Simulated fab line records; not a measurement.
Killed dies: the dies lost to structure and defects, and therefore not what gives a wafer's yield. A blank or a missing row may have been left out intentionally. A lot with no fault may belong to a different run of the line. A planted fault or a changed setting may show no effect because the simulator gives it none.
fab line records	flow sfq_line	part 1 of 2: steps 1 to 27 of 37
record: lots: 5	wafers: 15	last_day: 91
route steps=325 shown I6@266 M7@281 I7@296
lots that met no fault: taken from a fault-free run of the same line
start_h: the number of hours between the record's first day and the start of the first shown wafer of the lot	wait_h: hours since the lot's step before	" unchanged from the row above	L1.1+2: one row covering several wafers at once	- either no value or no given start	* or withheld: withheld	< > ~ a bound
route shown NAME@n: a module of which the file shows steps, and the number in the route of the first	usual: mean/standard deviation of fault-free wafers	same: alike in all rows	chamber/n: place in a boat	sites: readings site by site	_std_site: standard deviation of those values	_edge_site: mean of outer sites minus mean of inner sites	radius_mm: how far each site lies from the wafer's centre	mask NAME#n: copy n	behind: tool/chamber where the wafer was last shaped	hold: why the lot went on hold/how many hours it stayed there/how the hold came to an end	device: the transistor (n, p or np) that didn't switch	end of line: tests run on the same wafers once the route is complete	a step with no rows: only its recipe	killed: not the wafer's yield, but the dies lost to structure and defects at the first sort	map: dies across one wafer; x = killed, . = not, _ = none there
set.NAME: the run value of the setting; set.NAME@STEP: its run value at that earlier step	model.NAME: the simulator's own value behind a step, which no gauge read
certain route steps with their lots: each step a table, each wafer a row
services: the hour from which a tool's chamber was out of use, counted from the record's first day as start_h (under 0 if before that day), plus the number of hours and why
== steps ==
step: SFQ_TRILAYER_I6_DEP_PECVD_165
recipe: material: SiO2	temp_c: 150	time_s: 111.11	pressure_torr: 2.4	rf_w: 183.3	precursor: SiH4/N2O	target_thk_nm: 500
usual: heater_power_w: 90/12	throttle_valve_pct: 24.9/1.2
lot.wafer	tool	chamber	start_h	wait_h	heater_power_w	throttle_valve_pct
L074.1	pecvd-03	0	1716.94	0.0	109	27.3
L074.2	"	1	"	"	80	24.6
L074.3	"	1	"	"	83	24.7
L075.2	pecvd-04	2	1747.37	0.0	88	23.7
L075.3	"	0	"	"	86	23.1
L075.5	"	2	"	"	93	23.8
L079.4	pecvd-02	2	1797.37	0.0	110	25.2
L079.5	"	1	"	"	82	25.3
L079.6	"	0	"	"	86	23.8
L084.1	pecvd-03	2	1840.46	0.0	68	24.8
L084.2	"	0	"	"	96	27.8
L084.6	"	1	"	"	88	24.9
L091.1	pecvd-03	1	1896.96	0.0	73	24.9
L091.3	"	0	"	"	106	28.5
L091.5	"	2	"	"	61	24.6
step: SFQ_TRILAYER_I6_CMP_CMP_166
recipe: material: SiO2	down_force_psi: 3	platen_rpm: 60	pad_velocity_m_s: 0.94248
usual: motor_current_A: 9.8/0.82	platen_rpm: 60.01/0.04	time_to_endpoint_s: 211/5.9
lot.wafer	tool	chamber	start_h	wait_h	motor_current_A	platen_rpm	time_to_endpoint_s
L074.2	cmp-02	0	1717.05	0.1	10.0	60.09	206
L074.3	"	2	1718.05	1.0	10.2	60.02	212
L074.1	"	3	"	"	11.1	60.04	206
L075.2	cmp-02	0	1747.45	0.0	9.7	60.00	217
L075.3	"	1	"	"	9.9	60.08	211
L075.5	"	1	1749.95	2.5	10.2	60.03	214
L079.4	cmp-02	2	1797.90	0.5	10.3	60.01	212
L079.6	"	1	1799.40	2.0	10.4	59.96	210
L079.5	"	2	"	"	10.3	60.01	212
L084.2	cmp-02	0	1844.22	3.7	9.8	59.98	208
L084.1	"	2	1845.22	4.7	10.3	60.00	206
L084.6	"	0	1846.22	5.7	10.1	60.15	214
L091.1	cmp-01	0	1897.54	0.5	8.3	59.96	204
L091.3	"	2	1898.54	1.5	10.2	59.96	204
L091.5	"	3	"	"	11.1	60.00	205
step: SFQ_I6_BOW_MEAS_941
recipe: mode: bow
usual: I6_BOW: 7/10
lot.wafer	tool	chamber	start_h	wait_h	I6_BOW[um]
L074.1	film_metro-03	-	1720.05	1.0	1
L074.2	"	-	"	"	-18
L074.3	"	-	"	"	4
L075.2	film_metro-03	-	1750.47	2.5	-2
L075.3	"	-	"	"	-3
L075.5	"	-	"	"	3
L079.4	film_metro-02	-	1800.46	2.1	2
L079.5	"	-	"	"	8
L079.6	"	-	"	"	12
L084.1	film_metro-02	-	1847.22	1.5	21
L084.2	"	-	"	"	3
L084.6	"	-	"	"	15
L091.1	film_metro-01	-	1900.04	2.0	16
L091.3	"	-	"	"	14
L091.5	"	-	"	"	20
step: SFQ_TRILAYER_I6_METRO_MEASURE_167
usual: thk_nm: 199.5/1
lot.wafer	tool	chamber	start_h	wait_h	thk_nm
L074.1	film_metro-03	-	1720.17	0.1	199.9
L074.2	"	-	"	"	199.5
L074.3	"	-	"	"	199.2
L075.2	film_metro-03	-	1750.77	0.3	200.1
L075.3	"	-	"	"	199.8
L075.5	"	-	"	"	199.8
L079.4	film_metro-02	-	1801.12	0.6	199.6
L079.5	"	-	"	"	200.6
L079.6	"	-	"	"	199.8
L084.1	film_metro-02	-	1847.34	0.1	197.8
L084.2	"	-	"	"	198.4
L084.6	"	-	"	"	198.4
L091.1	film_metro-01	-	1900.16	0.1	198.7
L091.3	"	-	"	"	199.4
L091.5	"	-	"	"	199.1
step: SFQ_TRILAYER_I6_VIA_LITHO_COAT_174
recipe: resist: BARC	spin_rpm: 3000	resist_thk_nm: 62
usual: dispense_pressure_kPa: 49/5.2
lot.wafer	tool	chamber	start_h	wait_h	dispense_pressure_kPa
L074.1	litho_track-02	0	1721.37	1.0	41
L074.2	"	0	"	"	41
L074.3	"	0	"	"	41
L075.2	litho_track-02	0	1751.82	0.8	41
L075.3	"	0	"	"	41
L075.5	"	0	"	"	41
L079.4	litho_track-04	0	1802.16	0.8	55
L079.5	"	0	"	"	55
L079.6	"	0	"	"	55
L084.1	litho_track-03	0	1848.54	1.0	50
L084.2	"	0	"	"	50
L084.6	"	0	"	"	50
L091.1	litho_track-03	0	1901.36	1.0	50
L091.3	"	0	"	"	50
L091.5	"	0	"	"	50
step: SFQ_TRILAYER_I6_VIA_LITHO_COAT_169
recipe: resist: KrF	spin_rpm: 3000	resist_thk_nm: 650
usual: dispense_pressure_kPa: 49/5.2
lot.wafer	tool	chamber	start_h	wait_h	dispense_pressure_kPa
L074.1	litho_track-02	0	1721.67	0.2	41
L074.2	"	0	"	"	41
L074.3	"	0	"	"	41
L075.2	litho_track-02	0	1752.12	0.2	41
L075.3	"	0	"	"	41
L075.5	"	0	"	"	41
L079.4	litho_track-04	0	1802.46	0.2	55
L079.5	"	0	"	"	55
L079.6	"	0	"	"	55
L084.1	litho_track-03	0	1848.84	0.2	50
L084.2	"	0	"	"	50
L084.6	"	0	"	"	50
L091.1	litho_track-03	0	1901.66	0.2	50
L091.3	"	0	"	"	50
L091.5	"	0	"	"	50
step: SFQ_TRILAYER_I6_VIA_LITHO_SOFTBAKE_173
recipe: temp_c: withheld	time_s: withheld	resist: KrF
lot.wafer	tool	chamber	start_h	wait_h
L074.1+2+3	litho_track-02	0	1721.97	0.2
L075.2+3+5	litho_track-02	0	1752.39	0.2
L079.4+5+6	litho_track-04	0	1802.69	0.2
L084.1+2+6	litho_track-03	0	1849.14	0.2
L091.1+3+5	litho_track-03	0	1901.96	0.2
step: SFQ_TRILAYER_I6_VIA_LITHO_EXPOSE_170
recipe: mask_id: I6	na: 0.6	source_shape: conventional	sigma_outer: 0.65	target_cd_nm: 700	dose_mj: 21.3
usual: stage_vel_mm_s: 499.97/0.2
same: na: 0.6
lot.wafer	tool	chamber	start_h	wait_h	mask	stage_vel_mm_s
L074.1	krf_scanner-01	0	-	-	I6#0	499.92
L074.2	"	0	"	"	I6#0	499.70
L074.3	"	0	"	"	I6#0	500.11
L075.2	krf_scanner-02	0	1862.16	-	I6#0	499.88
L075.3	"	0	"	"	I6#0	500.15
L075.5	"	0	"	"	I6#0	500.02
L079.4	krf_scanner-01	0	1903.96	-	I6#0	499.69
L079.5	"	0	"	"	I6#0	500.17
L079.6	"	0	"	"	I6#0	499.71
L084.1	krf_scanner-01	0	1936.96	-	I6#0	500.08
L084.2	"	0	"	"	I6#0	499.77
L084.6	"	0	"	"	I6#0	499.89
L091.1	krf_scanner-01	0	1987.36	-	I6#0	499.86
L091.3	"	0	"	"	I6#0	500.05
L091.5	"	0	"	"	I6#0	500.00
step: SFQ_TRILAYER_I6_VIA_LITHO_PEB_172
recipe: peb_temp_c: 115	peb_time_s: 60	resist: KrF
same: peb_time_s: 60
lot.wafer	tool	chamber	start_h	wait_h
L074.1+2+3	litho_track-04	0	-	-
L075.2+3+5	litho_track-02	0	1863.19	0.8
L079.4+5+6	litho_track-02	0	1904.64	0.5
L084.1+2+6	litho_track-04	0	1938.16	1.0
L091.1+3+5	litho_track-04	0	1988.56	1.0
step: SFQ_TRILAYER_I6_VIA_LITHO_DEVELOP_171
recipe: time_s: 60	resist: KrF
lot.wafer	tool	chamber	start_h	wait_h
L074.1+2+3	litho_track-04	0	1831.21	0.1
L075.2+3+5	litho_track-02	0	1863.34	0.1
L079.4+5+6	litho_track-02	0	1904.79	0.1
L084.1+2+6	litho_track-04	0	1938.31	0.1
L091.1+3+5	litho_track-04	0	1988.71	0.1
step: SFQ_I6_OVL_MEAS_942
usual: I6_OVL: -5/4.8
lot.wafer	tool	chamber	start_h	wait_h	I6_OVL[nm]
L074.1	overlay-01	-	1831.36	0.1	-14
L074.2	"	-	"	"	-16
L074.3	"	-	"	"	-8
L075.2	overlay-01	-	1863.47	0.1	-10
L075.3	"	-	"	"	-3
L075.5	"	-	"	"	-8
L079.4	overlay-02	-	1904.88	0.1	-1
L079.5	"	-	"	"	0
L079.6	"	-	"	"	8
L084.1	overlay-01	-	1938.46	0.1	-14
L084.2	"	-	"	"	-9
L084.6	"	-	"	"	-9
L091.1	overlay-01	-	1988.86	0.1	-4
L091.3	"	-	"	"	-5
L091.5	"	-	"	"	-6
step: SFQ_TRILAYER_I6_VIA_BARC_OPEN_VIA_ETCH_235
recipe: mask_material: PR	chemistry: O2	target_depth_nm: 125	target: BARC	source_w: 500	bias_w: 80	pressure_mtorr: 30	time_s: 41.7
usual: drypump_motor_current_A: 5.7/0.39	oes_product_au: 0.685/0.0046
lot.wafer	tool	chamber	start_h	wait_h	drypump_motor_current_A	oes_product_au	rf_hours_counter_h
L074.1	rie_diel-03	3	1831.40	0.0	5.7	0.682	12
L074.2	"	2	"	"	4.7	0.683	4
L074.3	"	0	"	"	5.6	0.689	1
L075.2	rie_diel-03	2	1863.50	0.0	4.7	0.682	4
L075.3	"	0	"	"	5.6	0.685	1
L075.5	"	3	"	"	5.8	0.683	-
L079.4	rie_diel-01	0	1904.90	0.0	6.3	0.685	7
L079.5	"	0	"	"	6.3	0.689	-
L079.6	"	1	"	"	5.4	0.675	-
L084.1	rie_diel-03	2	1938.50	0.0	4.7	0.687	6
L084.2	"	3	"	"	5.7	0.680	14
L084.6	"	1	"	"	5.6	0.688	-
L091.1	rie_diel-03	2	1988.90	0.0	4.7	0.682	7
L091.3	"	1	"	"	5.6	0.692	16
L091.5	"	0	"	"	5.6	0.686	-
step: SFQ_TRILAYER_I6_VIA_ETCH_VIA_ETCH_172
recipe: target: SiO2	stop_on: Nb	mask_material: PR	taper_deg: 20	chemistry: CHF3	target_depth_nm: 260	source_w: 500	bias_w: 80	pressure_mtorr: 30	time_s: withheld
usual: drypump_motor_current_A: 5.7/0.4	oes_product_au: 0.853/0.0057
lot.wafer	tool	chamber	start_h	wait_h	drypump_motor_current_A	oes_product_au
L074.1	rie_diel-03	3	1831.44	0.0	5.7	0.855
L074.2	"	2	"	"	4.7	0.853
L074.3	"	0	"	"	5.5	0.853
L075.2	rie_diel-03	2	1863.54	0.0	4.7	0.845
L075.3	"	0	"	"	5.6	0.853
L075.5	"	3	"	"	5.8	0.858
L079.4	rie_diel-01	0	1904.94	0.0	6.3	0.846
L079.5	"	0	"	"	6.3	0.856
L079.6	"	1	"	"	5.4	0.850
L084.1	rie_diel-03	2	1938.54	0.0	4.7	0.857
L084.2	"	3	"	"	5.8	0.857
L084.6	"	1	"	"	5.7	0.845
L091.1	rie_diel-03	2	1988.94	0.0	4.6	0.860
L091.3	"	1	"	"	5.6	0.851
L091.5	"	0	"	"	5.5	0.853
step: SFQ_TRILAYER_I6_VIA_STRIP_STRIP_173
recipe: gas: O2	power_w: 200	platen_temp_c: 40	overash_fraction: 0.65	chemistry: O2	pressure_mtorr: 50
usual: drypump_motor_current_A: 6.2/0.46	oes_product_au: 1.004/0.0086
lot.wafer	tool	chamber	start_h	wait_h	drypump_motor_current_A	oes_product_au	rf_hours_counter_h
L074.1	rie_metal-04	0	1831.55	-	6.4	1.017	52
L074.2	"	1	"	"	6.6	1.000	62
L074.3	"	0	"	"	6.5	1.005	-
L075.2	rie_metal-01	0	1863.65	-	5.3	0.984	59
L075.3	"	1	"	"	5.6	1.005	-
L075.5	"	0	"	"	5.4	0.990	-
L079.4	rie_metal-01	1	1905.25	-	5.6	0.999	-
L079.5	"	0	"	"	5.4	0.995	-
L079.6	"	1	"	"	5.6	1.006	-
L084.1	rie_metal-01	1	1938.65	-	5.6	0.989	134
L084.2	"	0	"	"	5.4	0.990	71
L084.6	"	1	"	"	5.6	0.996	-
L091.1	rie_metal-04	0	1989.05	-	6.5	1.007	77
L091.3	"	1	"	"	6.7	1.007	-
L091.5	"	1	"	"	6.7	1.001	-
step: SFQ_TRILAYER_I6_VIA_STRIP_SOLV_CLEAN_174
recipe: chemistry: NMP	temp_c: 70	time_s: 600
lot.wafer	tool	chamber	start_h	wait_h
L074.1+2+3	wet_bench-02	6,2,3	1832.15	0.4
L075.2+3+5	wet_bench-03	5,4,0	1864.25	0.4
L079.4+5+6	wet_bench-04	0,6,1	1905.65	0.2
L084.1+2+6	wet_bench-04	0,3,6	1939.25	0.4
L091.1+3+5	wet_bench-02	4,0,3	1989.65	0.4
step: SFQ_TRILAYER_M7_DEP_PRE_CLEAN_176
recipe: gas: Ar	time_s: 22.5	bias_v: 250
lot.wafer	tool	chamber	start_h	wait_h
L074.1+2+3	pvd_sputter-05	-	1832.33	0.0
L075.2+3+5	pvd_sputter-06	-	1864.60	0.0
L079.4+5+6	pvd_sputter-05	-	1905.82	0.0
L084.1+2+6	pvd_sputter-04	-	1939.42	0.0
L091.1+3+5	pvd_sputter-06	-	1989.82	0.0
step: SFQ_TRILAYER_M7_DEP_SPUTTER_175
recipe: material: Nb	base_pressure_pa: 1.33e-06	chamber_pressure_pa: 0.1333	substrate_temp_c: 20	target_thk_nm: 200	power_w: 2000	time_s: 133.3
usual: throttle_valve_pct: 30.1/0.83
lot.wafer	tool	chamber	start_h	wait_h	throttle_valve_pct
L074.1	pvd_sputter-05	-	1832.36	0.0	30.1
L074.2	"	-	"	"	29.6
L074.3	"	-	"	"	29.4
L075.2	pvd_sputter-06	-	1864.63	0.0	28.8
L075.3	"	-	"	"	30.3
L075.5	"	-	"	"	30.0
L079.4	pvd_sputter-05	-	1905.85	0.0	29.0
L079.5	"	-	"	"	30.0
L079.6	"	-	"	"	29.1
L084.1	pvd_sputter-04	-	1939.45	0.0	29.8
L084.2	"	-	"	"	30.8
L084.6	"	-	"	"	29.4
L091.1	pvd_sputter-06	-	1989.85	0.0	30.2
L091.3	"	-	"	"	29.0
L091.5	"	-	"	"	29.1
step: SFQ_M7_RS_MEAS_943
recipe: thk_meas_gauge: four-point-probe	reads: Nb_of_TRILAYER_M7_DEP_SPUTTER_175
usual: M7_NB_RS: 0.885/0.011
lot.wafer	tool	chamber	start_h	wait_h	M7_NB_RS[ohm/sq]
L074.1	film_metro-04	-	1832.45	0.0	0.896
L074.2	"	-	"	"	0.902
L074.3	"	-	"	"	0.899
L075.2	film_metro-03	-	1864.74	0.1	0.873
L075.3	"	-	"	"	0.870
L075.5	"	-	"	"	0.871
L079.4	film_metro-04	-	1906.00	0.1	0.897
L079.5	"	-	"	"	0.889
L079.6	"	-	"	"	0.901
L084.1	film_metro-02	-	1939.54	0.0	0.882
L084.2	"	-	"	"	0.889
L084.6	"	-	"	"	0.888
L091.1	film_metro-04	-	1989.94	0.0	0.867
L091.3	"	-	"	"	0.874
L091.5	"	-	"	"	0.869
step: SFQ_TRILAYER_M7_LITHO_COAT_182
recipe: resist: BARC	spin_rpm: 3000	resist_thk_nm: 62
usual: dispense_pressure_kPa: 46/3.9
lot.wafer	tool	chamber	start_h	wait_h	dispense_pressure_kPa
L074.1	litho_track-01	0	1832.63	0.1	49
L074.2	"	0	"	"	49
L074.3	"	0	"	"	49
L075.2	litho_track-02	0	1864.95	0.1	41
L075.3	"	0	"	"	41
L075.5	"	0	"	"	41
L079.4	litho_track-01	0	1906.27	0.2	49
L079.5	"	0	"	"	49
L079.6	"	0	"	"	49
L084.1	litho_track-03	0	1939.72	0.1	50
L084.2	"	0	"	"	50
L084.6	"	0	"	"	50
L091.1	litho_track-02	0	1990.12	0.1	41
L091.3	"	0	"	"	41
L091.5	"	0	"	"	41
step: SFQ_TRILAYER_M7_LITHO_COAT_177
recipe: resist: KrF	spin_rpm: 3000	resist_thk_nm: 600
usual: dispense_pressure_kPa: 46/3.9
lot.wafer	tool	chamber	start_h	wait_h	dispense_pressure_kPa
L074.1	litho_track-01	0	1832.93	0.2	49
L074.2	"	0	"	"	49
L074.3	"	0	"	"	49
L075.2	litho_track-02	0	1865.25	0.2	41
L075.3	"	0	"	"	41
L075.5	"	0	"	"	41
L079.4	litho_track-01	0	1906.57	0.2	49
L079.5	"	0	"	"	49
L079.6	"	0	"	"	49
L084.1	litho_track-03	0	1940.02	0.2	50
L084.2	"	0	"	"	50
L084.6	"	0	"	"	50
L091.1	litho_track-02	0	1990.42	0.2	41
L091.3	"	0	"	"	41
L091.5	"	0	"	"	41
step: SFQ_TRILAYER_M7_LITHO_SOFTBAKE_181
recipe: temp_c: withheld	time_s: withheld	resist: KrF
lot.wafer	tool	chamber	start_h	wait_h
L074.1+2+3	litho_track-01	0	1833.23	0.2
L075.2+3+5	litho_track-02	0	1865.53	0.2
L079.4+5+6	litho_track-01	0	1906.80	0.2
L084.1+2+6	litho_track-03	0	1940.32	0.2
L091.1+3+5	litho_track-02	0	1990.72	0.2
step: SFQ_TRILAYER_M7_LITHO_EXPOSE_178
recipe: mask_id: M7	na: 0.6	source_shape: conventional	sigma_outer: 0.65	target_cd_nm: 500	dose_mj: 14.4
usual: stage_vel_mm_s: 500.00/0.22
same: na: 0.6
lot.wafer	tool	chamber	start_h	wait_h	mask	stage_vel_mm_s
L074.1	krf_scanner-02	0	1835.56	-	M7#0	500.27
L074.2	"	0	"	"	M7#0	500.02
L074.3	"	0	"	"	M7#0	499.90
L075.2	krf_scanner-02	0	1891.06	-	M7#0	500.37
L075.3	"	0	"	"	M7#0	500.64
L075.5	"	0	"	"	M7#0	500.11
L079.4	krf_scanner-02	0	1913.06	-	M7#0	499.73
L079.5	"	0	"	"	M7#0	500.33
L079.6	"	0	"	"	M7#0	499.92
L084.1	krf_scanner-02	0	1941.09	-	M7#0	500.10
L084.2	"	0	"	"	M7#0	500.04
L084.6	"	0	"	"	M7#0	499.78
L091.1	krf_scanner-02	0	1993.06	-	M7#0	500.28
L091.3	"	0	"	"	M7#0	500.43
L091.5	"	0	"	"	M7#0	500.31
step: SFQ_TRILAYER_M7_LITHO_PEB_180
recipe: peb_temp_c: 115	peb_time_s: 60	resist: KrF
same: peb_time_s: 60
lot.wafer	tool	chamber	start_h	wait_h
L074.1+2+3	litho_track-03	0	1836.76	1.0
L075.2+3+5	litho_track-02	0	1892.09	0.8
L079.4+5+6	litho_track-01	0	1913.74	0.5
L084.1+2+6	litho_track-02	0	1942.29	1.0
L091.1+3+5	litho_track-01	0	1994.26	1.0
step: SFQ_TRILAYER_M7_LITHO_DEVELOP_179
recipe: time_s: 60	resist: KrF
lot.wafer	tool	chamber	start_h	wait_h
L074.1+2+3	litho_track-03	0	1836.91	0.1
L075.2+3+5	litho_track-02	0	1892.24	0.1
L079.4+5+6	litho_track-01	0	1913.89	0.1
L084.1+2+6	litho_track-02	0	1942.44	0.1
L091.1+3+5	litho_track-01	0	1994.41	0.1
step: SFQ_M7_OVL_MEAS_945
usual: M7_OVL: 1/5.3
lot.wafer	tool	chamber	start_h	wait_h	M7_OVL[nm]
L074.1	overlay-02	-	1837.06	0.1	5
L074.2	"	-	"	"	8
L074.3	"	-	"	"	-2
L075.2	overlay-02	-	1892.37	0.1	6
L075.3	"	-	"	"	2
L075.5	"	-	"	"	3
L079.4	overlay-01	-	1913.98	0.1	-2
L079.5	"	-	"	"	-4
L079.6	"	-	"	"	-1
L084.1	overlay-02	-	1942.59	0.1	-6
L084.2	"	-	"	"	-5
L084.6	"	-	"	"	-9
L091.1	overlay-02	-	1994.56	0.1	-6
L091.3	"	-	"	"	-6
L091.5	"	-	"	"	-5
step: SFQ_TRILAYER_M7_BARC_OPEN_METAL_ETCH_229
recipe: mask_material: PR	chemistry: O2	target_depth_nm: 125	target: BARC	icp_w: 600	bias_w: 80	pressure_mtorr: 10	time_s: 41.7
usual: drypump_motor_current_A: 6.2/0.38	oes_product_au: 0.685/0.0043
lot.wafer	tool	chamber	start_h	wait_h	drypump_motor_current_A	oes_product_au	rf_hours_counter_h
L074.1	rie_metal-04	0	1837.10	0.0	6.4	0.681	53
L074.2	"	1	"	"	6.7	0.686	63
L074.3	"	1	"	"	6.7	0.679	-
L075.2	rie_metal-04	1	1892.40	0.0	6.6	0.685	71
L075.3	"	0	"	"	6.4	0.687	-
L075.5	"	0	"	"	6.4	0.686	-
L079.4	rie_metal-02	0	1914.02	0.0	6.1	0.685	-
L079.5	"	1	"	"	5.5	0.680	-
L079.6	"	0	"	"	6.1	0.683	-
L084.1	rie_metal-04	1	1942.63	0.0	6.6	0.681	79
L084.2	"	0	"	"	6.4	0.680	69
L084.6	"	1	"	"	6.6	0.691	-
L091.1	rie_metal-03	1	1994.60	0.0	6.1	0.684	125
L091.3	"	1	"	"	6.1	0.687	-
L091.5	"	1	"	"	6.0	0.680	-
step: SFQ_TRILAYER_M7_ETCH_METAL_ETCH_180
recipe: target: Nb	stop_on: SiO2	mask_material: PR	chemistry: Cl2/Ar	target_depth_nm: 240	icp_w: 600	bias_w: 80	pressure_mtorr: 10	time_s: 120
usual: drypump_motor_current_A: 6.2/0.38	oes_product_au: 0.896/0.0073
lot.wafer	tool	chamber	start_h	wait_h	drypump_motor_current_A	oes_product_au	rf_hours_counter_h
L074.1	rie_metal-04	0	1837.16	0.0	6.5	0.886	53
L074.2	"	1	"	"	6.6	0.893	63
L074.3	"	1	"	"	6.6	0.896	-
L075.2	rie_metal-04	1	1892.46	0.0	6.6	0.899	71
L075.3	"	0	"	"	6.5	0.899	-
L075.5	"	0	"	"	6.5	0.904	-
L079.4	rie_metal-02	0	1914.10	0.1	6.1	0.894	-
L079.5	"	1	"	"	5.6	0.892	-
L079.6	"	0	"	"	6.1	0.893	-
L084.1	rie_metal-04	1	1942.69	0.0	6.5	0.893	79
L084.2	"	0	"	"	6.5	0.888	69
L084.6	"	1	"	"	6.5	0.895	-
L091.1	rie_metal-03	1	1994.66	0.0	6.1	0.908	126
L091.3	"	1	"	"	6.1	0.904	-
L091.5	"	1	"	"	6.1	0.902	-
